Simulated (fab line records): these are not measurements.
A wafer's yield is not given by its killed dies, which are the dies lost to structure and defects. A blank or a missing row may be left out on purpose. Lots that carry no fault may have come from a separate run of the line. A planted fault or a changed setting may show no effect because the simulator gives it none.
fab line records	flow sky130
record: lots: 13	wafers: 36	last_day: 50
route steps=708 shown FIELD_ISO@1 NWELL@78 PAD_OPEN@708
lots untouched by any fault: they come from a run of this same line in which no faults occurred
start_h: hours from the record's first day to the start of the lot's first wafer shown	wait_h: hours elapsed since this lot's preceding step	" repeats the value in the row above	L1.1+2: one row covering several wafers at once	- no value, or no start given	* or withheld: withheld	< > ~ a bound
route shown NAME@n: a module of which the file shows steps, and the number in the route of the first	usual: mean and standard deviation over wafers with no fault	same: alike in all rows	chamber/n: place in a boat	sites: readings site by site	_std_site: standard deviation of those values	_edge_site: mean of outer sites minus mean of inner sites	radius_mm: for every site, how far away it sits from the centre of the wafer	mask NAME#n: copy n	behind: the tool/chamber that last shaped the wafer	hold: why the lot went on hold/how many hours it stayed there/how the hold came to an end	device: names the non-switching transistor (n, p or np)	end of line: tests run on the same wafers once the route is complete	a step without rows: its recipe alone	killed: at the first sort, the dies lost to defects and structure; wafer yield is something else	map: per-die view of a wafer (x killed, . not killed, _ where there is no die)
set.NAME: the setting that was run; set.NAME@STEP: the one run at that earlier step	model.NAME: the simulator's own value behind a step, which no gauge read
a sample of lots followed through the steps of the route, with each step as a table and each wafer as a row
services: from which hour (start_h, from the record's first day; less than 0 if before it) a tool's chamber was out of use, for how many hours, and why
== steps ==
step: SKY_FIELD_ISO_BOW_MEAS_00
recipe: mode: bow
usual: INCOMING_BOW: -1/7.1
lot.wafer	tool	chamber	start_h	wait_h	INCOMING_BOW[um]
L118.1	film_metro-03	-	10.00	-	11
L118.4	"	-	"	"	5
L118.5	"	-	"	"	1
L119.2	film_metro-01	-	15.02	-	-7
L119.3	"	-	"	"	-12
L119.4	"	-	"	"	-3
L120.1	film_metro-01	-	20.00	-	-11
L120.2	"	-	"	"	-3
L120.6	"	-	"	"	-11
L121.4	film_metro-01	-	25.06	-	3
L121.5	"	-	"	"	-2
L121.6	"	-	"	"	7
L122.1	film_metro-01	-	30.00	-	-10
L122.2	"	-	"	"	1
L122.5	"	-	"	"	-4
L123.1	film_metro-03	-	35.00	-	13
L123.3	"	-	"	"	7
L123.6	"	-	"	"	3
L124.1	film_metro-03	-	40.00	-	-7
L124.4	"	-	"	"	10
L124.6	"	-	"	"	2
L126.1	film_metro-03	-	50.00	-	18
L126.3	"	-	"	"	0
L126.5	"	-	"	"	1
L132.2	film_metro-04	-	80.02	-	-1
L132.4	"	-	"	"	3
L134.4	film_metro-04	-	90.06	-	-4
L134.6	"	-	"	"	0
L135.2	film_metro-01	-	95.02	-	12
L135.6	"	-	"	"	-1
L138.1	film_metro-03	-	110.00	-	-7
L138.3	"	-	"	"	1
L138.5	"	-	"	"	-5
L141.2	film_metro-01	-	125.02	-	-7
L141.4	"	-	"	"	1
L141.5	"	-	"	"	7
step: SKY_FIELD_ISO_EXPOSE_10
recipe: mask_id: FOM	na: 0.68	source_shape: annular	sigma_inner: 0.4	sigma_outer: 0.8	target_cd_nm: 150	dose_mj: 28
lot.wafer	tool	chamber	start_h	wait_h	mask
L118.1+4+5	krf_scanner-01	0	20.48	-	FOM#0
L119.2+3+4	krf_scanner-01	0	28.93	-	FOM#0
L120.1+2+6	krf_scanner-02	0	32.95	-	FOM#0
L121.4+5+6	krf_scanner-02	0	37.02	-	FOM#0
L122.1+2+5	krf_scanner-01	0	45.43	-	FOM#0
L123.1+3+6	krf_scanner-01	0	47.91	-	FOM#0
L124.1+4+6	krf_scanner-02	0	51.90	-	FOM#0
L126.1+3+5	krf_scanner-02	0	61.97	-	FOM#0
L132.2+4	krf_scanner-02	0	93.92	-	FOM#0
L134.4+6	krf_scanner-02	0	103.26	-	FOM#0
L135.2+6	krf_scanner-02	0	107.28	-	FOM#0
L138.1+3+5	krf_scanner-01	0	124.65	-	FOM#0
L141.2+4+5	krf_scanner-01	0	139.27	-	FOM#0
step: SKY_FIELD_ISO_CD_MEAS_13
recipe: target_cd_nm: 150
usual: cd_nm: 150.3/1.4
lot.wafer	tool	chamber	start_h	wait_h	cd_nm
L118.1	cd_sem-01	-	27.88	-	152.2
L118.4	"	-	"	"	150.9
L118.5	"	-	"	"	151.5
L119.2	cd_sem-01	-	35.88	-	152.0
L119.3	"	-	"	"	153.1
L119.4	"	-	"	"	153.6
L120.1	cd_sem-01	-	39.82	-	148.3
L120.2	"	-	"	"	149.2
L120.6	"	-	"	"	148.8
L121.4	cd_sem-02	-	44.88	-	151.5
L121.5	"	-	"	"	151.3
L121.6	"	-	"	"	150.2
L122.1	cd_sem-02	-	53.07	-	149.9
L122.2	"	-	"	"	149.6
L122.5	"	-	"	"	150.1
L123.1	cd_sem-02	-	55.77	-	151.1
L123.3	"	-	"	"	149.8
L123.6	"	-	"	"	151.0
L124.1	cd_sem-02	-	59.97	-	150.4
L124.4	"	-	"	"	150.9
L124.6	"	-	"	"	152.1
L126.1	cd_sem-02	-	69.67	-	147.0
L126.3	"	-	"	"	147.8
L126.5	"	-	"	"	147.9
L132.2	cd_sem-02	-	102.33	-	149.4
L132.4	"	-	"	"	131.1
L134.4	cd_sem-02	-	111.98	-	133.1
L134.6	"	-	"	"	133.5
L135.2	cd_sem-01	-	116.63	-	149.6
L135.6	"	-	"	"	132.0
L138.1	cd_sem-02	-	134.07	-	150.9
L138.3	"	-	"	"	150.1
L138.5	"	-	"	"	151.2
L141.2	cd_sem-02	-	148.34	-	152.3
L141.4	"	-	"	"	150.9
L141.5	"	-	"	"	152.9
step: SKY_FIELD_ISO_ETCH_14
recipe: chemistry: N2/H2	target: BARC	ion_energy_ev: 200	source_w: 500	bias_w: 100	pressure_mtorr: 30	n2_flow_sccm: 100	h2_flow_sccm: 200	stop_on: SiO2	time_s: 45.9	target_depth_a: 600
usual: drypump_motor_current_A: 5.7/0.4	oes_product_au: 0.855/0.0049	throttle_valve_pct: 13.225/0.0084
lot.wafer	tool	chamber	start_h	wait_h	drypump_motor_current_A	oes_product_au	rf_hours_counter_h	throttle_valve_pct
L118.1	rie_diel-04	2	28.00	0.1	5.1	0.854	66	13.207
L118.4	"	0	"	"	6.3	0.859	61	13.232
L118.5	"	1	"	"	5.5	0.855	-	13.229
L119.2	rie_diel-01	3	35.98	0.1	5.4	0.848	174	13.234
L119.3	"	0	"	"	5.7	0.854	138	13.234
L119.4	"	2	"	"	6.0	0.863	94	13.217
L120.1	rie_diel-01	3	39.94	0.1	5.4	0.861	174	13.231
L120.2	"	0	"	"	5.6	0.859	138	13.226
L120.6	"	2	"	"	6.0	0.858	-	13.225
L121.4	rie_diel-04	2	44.94	0.0	5.1	0.851	67	13.215
L121.5	"	3	"	"	5.7	0.858	-	13.225
L121.6	"	0	"	"	6.2	0.854	-	13.216
L122.1	rie_diel-02	3	53.19	0.1	6.6	0.848	80	13.214
L122.2	"	2	"	"	5.7	0.858	114	13.228
L122.5	"	3	"	"	6.6	0.854	-	13.220
L123.1	rie_diel-04	2	55.89	0.1	5.2	0.855	67	13.240
L123.3	"	3	"	"	5.7	0.856	129	13.232
L123.6	"	1	"	"	5.5	0.862	-	13.230
L124.1	rie_diel-02	2	60.09	0.1	5.7	0.858	115	13.227
L124.4	"	3	"	"	6.6	0.856	80	13.231
L124.6	"	2	"	"	5.7	0.857	-	13.226
L126.1	rie_diel-01	2	69.79	0.1	6.0	0.850	95	13.215
L126.3	"	1	"	"	5.3	0.852	123	13.214
L126.5	"	3	"	"	5.4	0.847	-	13.223
L132.2	rie_diel-01	1	102.43	0.1	5.3	0.856	123	13.233
L132.4	"	2	"	"	6.0	0.853	95	13.231
L134.4	rie_diel-02	3	112.04	0.0	6.6	0.856	81	13.209
L134.6	"	1	"	"	6.0	0.856	-	13.217
L135.2	rie_diel-01	1	116.73	0.1	5.3	0.849	123	13.229
L135.6	"	0	"	"	5.6	0.855	-	13.231
L138.1	rie_diel-04	1	134.19	0.1	5.5	0.853	156	13.224
L138.3	"	2	"	"	5.1	0.855	68	13.224
L138.5	"	0	"	"	6.3	0.844	-	13.229
L141.2	rie_diel-01	3	148.44	0.1	5.4	0.859	1	13.231
L141.4	"	2	"	"	6.0	0.854	96	13.226
L141.5	"	0	"	"	5.7	0.850	-	13.222
step: SKY_NWELL_STRIP_25
recipe: chemistry: O2/N2	power_w: 1400	pressure_mtorr: 1500	platen_temp_c: withheld	o2_flow_sccm: 3000	n2_flow_sccm: 300	overash_fraction: 0.5
usual: drypump_motor_current_A: 6.0/0.55	oes_product_au: 0.722/0.0044	strip_time_to_endpoint_s: 36.92/0.1
lot.wafer	tool	chamber	start_h	wait_h	drypump_motor_current_A	oes_product_au	rf_hours_counter_h	strip_time_to_endpoint_s
L118.1	plasma_asher-01	1	102.46	0.1	6.6	0.722	29	36.73
L118.4	"	1	"	"	6.6	0.730	-	36.87
L118.5	"	0	"	"	6.5	0.717	-	36.75
L119.2	plasma_asher-04	1	108.44	0.1	5.2	0.726	42	37.00
L119.3	"	0	"	"	5.6	0.726	-	36.96
L119.4	"	1	"	"	5.2	0.728	-	36.92
L120.1	plasma_asher-01	0	115.84	0.1	6.4	0.726	31	36.78
L120.2	"	1	"	"	6.6	0.714	31	36.83
L120.6	"	1	"	"	6.6	0.725	-	36.77
L121.4	plasma_asher-01	1	122.88	0.1	6.6	0.711	-	37.00
L121.5	"	0	"	"	6.5	0.722	-	36.98
L121.6	"	1	"	"	6.6	0.721	-	37.09
L122.1	plasma_asher-01	1	127.74	0.1	6.6	0.724	32	36.94
L122.2	"	0	"	"	6.5	0.722	32	36.88
L122.5	"	0	"	"	6.5	0.719	-	36.93
L123.1	plasma_asher-04	1	134.69	0.1	5.2	0.722	2	37.07
L123.3	"	0	"	"	5.6	0.718	-	37.04
L123.6	"	0	"	"	5.6	0.726	-	37.12
L124.1	plasma_asher-04	1	140.96	0.1	5.2	0.723	2	36.86
L124.4	"	0	"	"	5.6	0.730	-	36.90
L124.6	"	0	"	"	5.6	0.722	-	36.94
L126.1	plasma_asher-01	1	151.52	0.1	6.6	0.720	33	36.86
L126.3	"	0	"	"	6.5	0.715	-	37.00
L126.5	"	0	"	"	6.5	0.717	-	36.91
L132.2	plasma_asher-04	1	188.12	0.1	5.2	0.727	8	36.90
L132.4	"	1	"	"	5.2	0.731	-	36.90
L134.4	plasma_asher-04	0	203.45	0.1	5.6	0.722	-	36.83
L134.6	"	1	"	"	5.2	0.717	-	36.87
L135.2	plasma_asher-03	1	209.84	0.1	5.7	0.726	50	36.99
L135.6	"	1	"	"	5.7	0.725	-	36.99
L138.1	plasma_asher-04	0	225.32	0.1	5.5	0.727	11	37.05
L138.3	"	0	"	"	5.5	0.723	-	37.06
L138.5	"	0	"	"	5.5	0.715	-	37.07
L141.2	plasma_asher-01	1	248.01	0.1	6.6	0.721	42	36.87
L141.4	"	0	"	"	6.5	0.717	-	36.78
L141.5	"	0	"	"	6.5	0.717	-	36.93
step: SKY_PAD_OPEN_PROBE_99
usual: killed_at_M0_to_M3: 45/6.8	killed_at_M4_up: 3.2/1.6	killed_at_contacts: 24/5.1	killed_at_front_end: 14/4.4	killed_at_other: 0.4/0.65	killed_dies: 87/8.8	killed_on_rim: 17/3.6	killed_open: 47/7.2	killed_short: 39/6.1
same: gross_dies: 492	killed_at_back_side: 0
lot.wafer	tool	chamber	start_h	wait_h	killed_at_M0_to_M3	killed_at_M4_up	killed_at_contacts	killed_at_front_end	killed_at_other	killed_dies	killed_on_rim	killed_open	killed_short
L118.1	prober-01	-	1063.79	0.1	37	5	31	19	0	92	17	49	43
L118.4	prober-01	-	1063.94	0.2	42	3	24	9	0	78	15	44	34
L118.5	prober-01	-	1063.99	0.2	46	1	27	25	0	99	18	54	44
L119.2	prober-01	-	1079.99	0.1	36	4	25	13	1	79	15	37	42
L119.3	prober-01	-	1080.04	0.2	45	2	20	18	0	85	17	49	36
L119.4	prober-01	-	1080.09	0.2	36	2	30	18	1	87	15	52	35
L132.2	prober-02	-	1153.63	0.1	38	3	27	12	0	80	11	34	46
L132.4	prober-02	-	1153.73	0.2	54	1	17	33	0	105	24	41	46
L134.4	prober-02	-	1170.14	0.2	37	2	27	20	1	87	27	49	29
L134.6	prober-02	-	1170.24	0.2	34	4	21	28	2	89	23	39	39
L135.2	prober-01	-	1174.52	0.1	42	2	15	14	0	73	16	44	29
L135.6	prober-01	-	1174.72	0.2	41	3	26	34	1	105	30	52	39
killed by level:class
L118.1 LI_CONTACT:geometric_particle:open=10 CONTACT:geometric_particle:open=10 CONTACT:geometric_particle:short=8 METAL2:geometric_particle:short=8 VIA1:geometric_particle:open=7 VIA2:geometric_particle:open=5 FIELD_ISO:geometric_particle:short=4 METAL1:geometric_particle:short=4
L118.4 VIA1:geometric_particle:open=12 CONTACT:geometric_particle:open=11 METAL2:geometric_particle:short=10 VIA3:geometric_particle:open=7 LI_CONTACT:geometric_particle:open=5 FIELD_ISO:geometric_particle:short=4 CONTACT:geometric_particle:short=4 POLY_GATE:geometric_particle:open=2
L118.5 CONTACT:geometric_particle:open=15 VIA3:geometric_particle:open=12 FIELD_ISO:geometric_particle:short=7 METAL2:geometric_particle:short=7 VIA1:geometric_particle:open=7 LI_CONTACT:geometric_particle:open=5 VIA1:geometric_particle:short=5 POLY_GATE:geometric_particle:short=4
L119.2 CONTACT:geometric_particle:open=9 VIA1:geometric_particle:open=8 FIELD_ISO:geometric_particle:short=7 VIA2:geometric_particle:open=7 METAL1:geometric_particle:short=5 METAL2:geometric_particle:short=5 LI_CONTACT:geometric_particle:open=4 CONTACT:geometric_particle:short=4
L119.3 VIA1:geometric_particle:open=9 CONTACT:geometric_particle:open=7 METAL2:geometric_particle:short=7 VIA3:geometric_particle:open=7 LI_CONTACT:geometric_particle:open=6 VIA1:geometric_particle:short=6 FIELD_ISO:geometric_particle:open=5 FIELD_ISO:geometric_particle:short=4
L119.4 LI_CONTACT:geometric_particle:open=10 CONTACT:geometric_particle:open=10 VIA1:geometric_particle:open=9 VIA2:geometric_particle:open=8 FIELD_ISO:geometric_particle:open=6 METAL2:geometric_particle:short=6 FIELD_ISO:geometric_particle:short=5 CONTACT:geometric_particle:short=5
L132.2 LI_CONTACT:geometric_particle:open=7 CONTACT:geometric_particle:open=7 METAL2:geometric_particle:short=6 VIA1:geometric_particle:short=5 VIA3:geometric_particle:short=5 VIA2:geometric_particle:short=5 FIELD_ISO:geometric_particle:short=4 POLY_GATE:geometric_particle:open=4
L132.4 FIELD_ISO:area_expose=18 VIA1:geometric_particle:open=9 METAL2:geometric_particle:short=9 VIA1:geometric_particle:short=8 CONTACT:geometric_particle:open=8 METAL1:geometric_particle:short=6 VIA3:geometric_particle:open=6 LI_CONTACT:geometric_particle:open=5
L134.4 CONTACT:geometric_particle:open=9 VIA3:geometric_particle:open=9 VIA1:geometric_particle:open=9 FIELD_ISO:area_expose=8 VIA2:geometric_particle:open=7 LI_CONTACT:geometric_particle:short=5 LI_CONTACT:geometric_particle:open=4 LOCAL_INTERCONNECT:geometric_particle:short=4
L134.6 VIA1:geometric_particle:open=10 FIELD_ISO:area_expose=10 FIELD_ISO:geometric_particle:short=6 VIA1:geometric_particle:short=6 LI_CONTACT:geometric_particle:open=6 CONTACT:geometric_particle:open=6 LOCAL_INTERCONNECT:geometric_particle:short=5 VIA2:geometric_particle:open=5
L135.2 VIA1:geometric_particle:open=10 VIA2:geometric_particle:open=10 VIA3:geometric_particle:open=8 CONTACT:geometric_particle:open=6 FIELD_ISO:geometric_particle:short=5 POLY_GATE:geometric_particle:short=5 METAL2:geometric_particle:short=4 LOCAL_INTERCONNECT:geometric_particle:short=3
L135.6 FIELD_ISO:area_expose=13 VIA1:geometric_particle:open=11 LI_CONTACT:geometric_particle:open=10 FIELD_ISO:geometric_particle:short=6 VIA1:geometric_particle:short=6 FIELD_ISO:geometric_particle:open=5 CONTACT:geometric_particle:open=5 CONTACT:geometric_particle:short=5
== services ==
tool	chamber	start_h	hours	kind
plasma_asher-01	-	0.77	8.7	repair
plasma_asher-01	-	2.70	15.0	repair
krf_scanner-01	-	17.51	0.4	repair
krf_scanner-01	-	30.67	0.3	repair
krf_scanner-02	-	34.41	0.8	pm
krf_scanner-01	-	58.53	1.2	repair
krf_scanner-01	-	62.99	1.5	repair
krf_scanner-01	-	64.68	1.3	pm
krf_scanner-01	-	67.29	0.6	repair
rie_diel-01	1	85.00	8.4	repair
krf_scanner-01	-	106.90	1.0	pm
plasma_asher-04	-	108.75	9.0	pm
krf_scanner-02	-	109.82	4.4	pm
krf_scanner-02	-	114.76	0.2	repair
krf_scanner-01	-	131.96	0.8	pm
plasma_asher-01	-	132.14	14.6	pm
krf_scanner-02	-	145.43	1.0	pm
krf_scanner-01	-	153.23	4.0	pm
krf_scanner-02	-	157.29	1.3	pm
rie_diel-01	-	184.03	0.4	repair
plasma_asher-01	-	190.71	1.3	repair
krf_scanner-02	-	203.21	0.8	pm
krf_scanner-01	-	240.58	1.3	pm
krf_scanner-01	-	241.89	1.9	repair
== key ==
first_sign: step: SKY_FIELD_ISO_CD_MEAS_13	reading: cd_nm	direction: down	sigmas: 13	usual: 150.3	struck: 132.4
effect: step: SKY_PAD_OPEN_PROBE_99	reading: killed_at_front_end	direction: up	sigmas: 3.3	usual: 14	struck: 29	wafers_moved: 3
met_at SKY_FIELD_ISO_EXPOSE_10
struck_lots L132,L134,L135
struck_wafers L132.4,L134.4,L134.6,L135.6
tester_left_out L132,L134,L135
not_acting_at SKY_FIELD_ISO_BOW_MEAS_00,SKY_FIELD_ISO_ETCH_14,SKY_NWELL_STRIP_25
onset_between 61.97 93.92
fault: kind: process_parameter_drift	tool: krf_scanner-02	chamber: -	onset_h: 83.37	steps: SKY_FIELD_ISO_EXPOSE_10	channel: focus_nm	offset: 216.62	shape: step	end_h: 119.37	scope: struck_wafers_only
tester_left_out: of these lots the tester's yield and bins aren't shown, on N5 and GAA mostly nor the transistor test; their killed dies are dies lost to structure and defects alone, not to doping, threshold or leakage, so they don't give the yield
